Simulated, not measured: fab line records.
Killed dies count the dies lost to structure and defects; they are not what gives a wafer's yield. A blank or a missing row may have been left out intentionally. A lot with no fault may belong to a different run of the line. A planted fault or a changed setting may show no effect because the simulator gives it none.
Matching of chambers + flow gf180mcu + GF_V1_CMP_26 on cmp-01 has 4 sister chambers
The step polishes, stops on SiO2, t overpolish 15 s, target thk 0 nm. 18 wafers are shown with their chamber, then 9 later ones without.

== WAFERS, EACH WITH ITS CHAMBER ==
| wafer  | chamber | motor current A (A) | time to endpoint s (s) | overpolish run s (s) |
|--------|---------|---------------------|------------------------|----------------------|
| L107.1 | 1       | 10.9                | 86                     | 15.015               |
| L107.3 | 0       | 11.8                | 79                     | 14.990               |
| L107.5 | 0       | 11.7                | 81                     | 14.998               |
| L108.2 | 2       | 10.9                | 74                     | 15.014               |
| L108.4 | 3       | 12.9                | 81                     | 15.003               |
| L108.5 | 0       | 11.4                | 79                     | 15.005               |
| L109.1 | 1       | 10.5                | 82                     | 15.004               |
| L109.3 | 3       | 13.2                | 79                     | 15.006               |
| L109.6 | 2       | 11.3                | 76                     | 15.007               |
| L113.3 | 2       | 11.7                | 79                     | 14.998               |
| L113.4 | 1       | 11.0                | 86                     | 15.006               |
| L113.6 | 3       | 13.4                | 82                     | 15.004               |
| L116.3 | 1       | 11.4                | 84                     | 15.005               |
| L116.4 | 2       | 11.1                | 85                     | 14.991               |
| L116.5 | 0       | 11.2                | 83                     | 14.992               |
| L117.4 | 1       | 11.0                | 89                     | 15.005               |
| L117.5 | 3       | 12.7                | 85                     | 15.011               |
| L117.6 | 0       | 11.2                | 84                     | 15.008               |

SIGNATURES, as means of the wafers listed above
| reading            | chamber 0 | chamber 1 | chamber 2 | chamber 3 | scatter within a chamber |
|--------------------|-----------|-----------|-----------|-----------|--------------------------|
| motor current A    | 11.460    | 10.960    | 11.250    | 13.050    | 0.312                    |
| time to endpoint s | 81.20     | 85.40     | 78.50     | 81.75     | 3.11                     |
| overpolish run s   | 14.99860  | 15.00700  | 15.00250  | 15.00600  | 0.00693                  |
Rule: for each reading, subtract the chamber's mean from the wafer's reading, divide by that reading's scatter and square the result; add these up over the readings and take the root, which gives the wafer's distance from the chamber. The wafer belongs to the nearest chamber; if the next one is less than 2 further off, it can't be placed. The scatter is the square root of a quotient: the sum, over the shown wafers, of each reading's squared deviation from its chamber's mean, divided by wafers minus chambers.

== WAFERS WITHOUT THEIR CHAMBER ==
| wafer  | motor current A (A) | time to endpoint s (s) | overpolish run s (s) |
|--------|---------------------|------------------------|----------------------|
| L118.3 | 11.3                | 85                     | 14.992               |
| L118.4 | 12.6                | 82                     | 15.001               |
| L118.5 | 11.1                | 78                     | 15.010               |
| L126.2 | 11.5                | 78                     | 14.995               |
| L126.3 | 12.5                | 85                     | 15.000               |
| L126.5 | 11.3                | 75                     | 15.014               |
| L128.1 | 10.4                | 89                     | 14.994               |
| L128.2 | 11.7                | 84                     | 15.005               |
| L128.3 | 12.9                | 83                     | 15.011               |

== WHICH CHAMBER EACH WENT THROUGH ==
| wafer  | from the rows above          | in truth |
|--------|------------------------------|----------|
| L118.3 | can't be placed: 0 or 1 or 2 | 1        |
| L118.4 | 3                            | 3        |
| L118.5 | can't be placed: 2 or 0 or 1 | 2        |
| L126.2 | can't be placed: 0 or 2      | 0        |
| L126.3 | can't be placed: 3 or 0      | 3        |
| L126.5 | can't be placed: 2 or 0 or 1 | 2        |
| L128.1 | can't be placed: 1 or 0 or 2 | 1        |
| L128.2 | can't be placed: 0 or 2 or 1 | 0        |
| L128.3 | 3                            | 3        |
Placed correctly: 2 of 9. Unplaceable from these rows: 7, with the true chamber sitting among the candidates in 7. Number placed wrongly: 0.
